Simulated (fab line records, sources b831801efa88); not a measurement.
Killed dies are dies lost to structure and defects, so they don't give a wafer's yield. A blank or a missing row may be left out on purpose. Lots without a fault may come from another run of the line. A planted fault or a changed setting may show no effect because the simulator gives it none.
Which tool did it? | flow gf180mcu | 14 lots, 40 wafers sampled, at 4 steps of a route of 602

WHAT THE GAUGES READ, wafer by wafer
GF_HV_LDD_OVL_MEAS_32. Usual: HV_LDD_02_OVL -1.2 nm, standard deviation 1.8.
lot  | measured     | on         | HV_LDD_02_OVL (nm) | flag
L633 | day 11 12:03 | overlay-02 | 0.4 2.5 -0.6       |
L634 | day 11 21:11 | overlay-02 | -2.2 -2.4 -1.8     |
L635 | day 12 04:44 | overlay-01 | -0.2 -1.2 -0.7     |
L636 | day 12 09:05 | overlay-02 | 0.3 -1.1 -1.0      |
L637 | day 12 21:02 | overlay-02 | -1.3 -2.0 -3.8     |
L638 | day 13 03:23 | overlay-02 | -1.3 -1.7 -1.0     |
L639 | day 13 11:02 | overlay-02 | -1.6 -1.6 -2.0     |
L641 | day 14 07:32 | overlay-01 | 0.7 0.5 0.1        |
L642 | day 14 11:20 | overlay-01 | -0.8 -0.3 -2.4     |
L643 | day 14 20:35 | overlay-02 | -2.5 -2.6 -4.4     |
L647 | day 15 22:26 | overlay-02 | -0.8 -0.4          |
L648 | day 16 17:35 | overlay-02 | -2.2 -3.5 -2.4     |
L649 | day 16 21:03 | overlay-02 | -5.1 -4.0          |
L653 | day 18 00:56 | overlay-02 | -3.5 -3.1 -4.3     |

GF_NSD_TW_MEAS_12. Usual: NSD_TW 4264, standard deviation 57.
lot  | measured     | on            | NSD_TW         | flag
L633 | day 13 08:02 | film_metro-04 | 4314 4304 4286 |
L634 | day 13 17:31 | film_metro-01 | 4321 4326 4316 |
L635 | day 14 01:22 | film_metro-01 | 4297 4303 4312 |
L636 | day 14 05:22 | film_metro-03 | 4191 4179 4168 |
L637 | day 14 20:20 | film_metro-04 | 4229 4243 4243 |
L638 | day 15 02:07 | film_metro-04 | 4255 4261 4266 |
L639 | day 15 10:47 | film_metro-03 | 4188 4159 4172 |
L641 | day 16 08:16 | film_metro-04 | 4235 4234 4237 |
L642 | day 16 10:53 | film_metro-01 | 4351 4381 4353 |
L643 | day 16 20:13 | film_metro-04 | 4264 4231 4248 |
L647 | day 18 01:10 | film_metro-01 | 4344 4354      |
L648 | day 18 22:53 | film_metro-04 | 4289 4259 4255 |
L649 | day 19 01:29 | film_metro-03 | 4172 4172      |
L653 | day 20 04:58 | film_metro-01 | 4320 4317 4311 |

GF_PSD_CD_MEAS_07: target cd 400 nm. Usual: cd_nm 400.1 nm, standard deviation 2.6.
lot  | measured     | on        | cd_nm (nm)        | flag
L633 | day 14 04:39 | cd_sem-01 | 403.4 402.8 404.2 |
L634 | day 14 14:27 | cd_sem-02 | 398.6 400.1 397.6 |
L635 | day 14 22:37 | cd_sem-01 | 397.5 396.0 396.3 |
L636 | day 15 02:01 | cd_sem-02 | 399.9 398.4 398.7 |
L637 | day 15 16:47 | cd_sem-01 | 397.1 400.1 398.5 |
L638 | day 15 23:33 | cd_sem-02 | 398.0 396.2 397.1 |
L639 | day 16 08:01 | cd_sem-02 | 399.0 396.5 399.0 |
L641 | day 17 06:49 | cd_sem-01 | 403.6 405.1 405.2 |
L642 | day 17 09:32 | cd_sem-01 | 396.8 397.3 399.0 |
L643 | day 17 19:22 | cd_sem-02 | 399.4 399.8 398.4 |
L647 | day 19 00:34 | cd_sem-02 | 428.2 399.3       | OFF
L648 | day 19 22:49 | cd_sem-02 | 401.0 431.1 400.0 | OFF
L649 | day 20 02:10 | cd_sem-01 | 428.2 396.5       | OFF
L653 | day 21 05:08 | cd_sem-01 | 402.8 403.2 399.6 |

WHICH TOOL RAN EACH LOT (tool, then ch and the chambers of the sampled wafers, then the start)
lot  | GF_PSD_DEVELOP_06
L633 | litho_track-01 ch 0, day 14 04:31
L634 | litho_track-03 ch 0, day 14 14:18
L635 | litho_track-04 ch 0, day 14 22:28
L636 | litho_track-01 ch 0, day 15 01:52
L637 | litho_track-01 ch 0, day 15 16:38
L638 | litho_track-03 ch 0, day 15 23:24
L639 | litho_track-03 ch 0, day 16 07:53
L641 | litho_track-01 ch 0, day 17 06:40
L642 | litho_track-03 ch 0, day 17 09:24
L643 | litho_track-01 ch 0, day 17 19:13
L647 | litho_track-01 ch 0, day 19 00:25
L648 | litho_track-01 ch 0, day 19 22:41
L649 | litho_track-01 ch 0, day 20 01:57
L653 | litho_track-04 ch 0, day 21 04:59
- GF_PSD_DEVELOP_06: develop time 60 s.

WHAT THE TOOLS THEMSELVES READ (means of the sampled wafers that have a number; where no wafer has one, the mark that the record gives instead)
GF_PSD_DEVELOP_06. Usual: chill_plate_temp_C 23.01 C, standard deviation 0.13.
lot  | tool           | chill_plate_temp_C (C) | flag
L633 | litho_track-01 | 22.98                  |
L634 | litho_track-03 | 23.00                  |
L635 | litho_track-04 | 22.88                  |
L636 | litho_track-01 | 23.09                  |
L637 | litho_track-01 | 23.10                  |
L638 | litho_track-03 | 22.93                  |
L639 | litho_track-03 | 23.09                  |
L641 | litho_track-01 | 23.00                  |
L642 | litho_track-03 | 23.09                  |
L643 | litho_track-01 | 22.85                  |
L647 | litho_track-01 | 22.91                  |
L648 | litho_track-01 | 22.91                  |
L649 | litho_track-01 | 23.04                  |
L653 | litho_track-04 | 22.98                  |

THE ANSWER, worked out from the rows above alone
Rule: a lot is off if the mean of its wafers that have a number lies more than 3 standard deviations from the usual mean. A lot without any number at a reading at which 4 lots or more have one is off too. The other lots that the step has rows for count as sound. The gauges are gone through in route order, then the tools' own readings, and for those a lot's mean is taken as printed above. The first step at which some lot is off is used, and at that step the reading that is off furthest; a lot without a number counts as furthest.
Off: L647, L648, L649, at GF_PSD_CD_MEAS_07 (cd_nm).
A tool fits if, at a process step before that reading, it ran every lot that is off, and no sound lot after the first of them. The gauges at GF_PSD_CD_MEAS_07 are tried like those tools. One fits: litho_track-01 at GF_PSD_DEVELOP_06. Its last sound lot is L643 (day 17 19:13), its first lot that is off L647 (day 19 00:25): a fault that began between those two fits.

WHAT THE SIMULATOR HAD PUT IN
Process parameter drift: litho_track-01, from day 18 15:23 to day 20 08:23, at GF_PSD_DEVELOP_06. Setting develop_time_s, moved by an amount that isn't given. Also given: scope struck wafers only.
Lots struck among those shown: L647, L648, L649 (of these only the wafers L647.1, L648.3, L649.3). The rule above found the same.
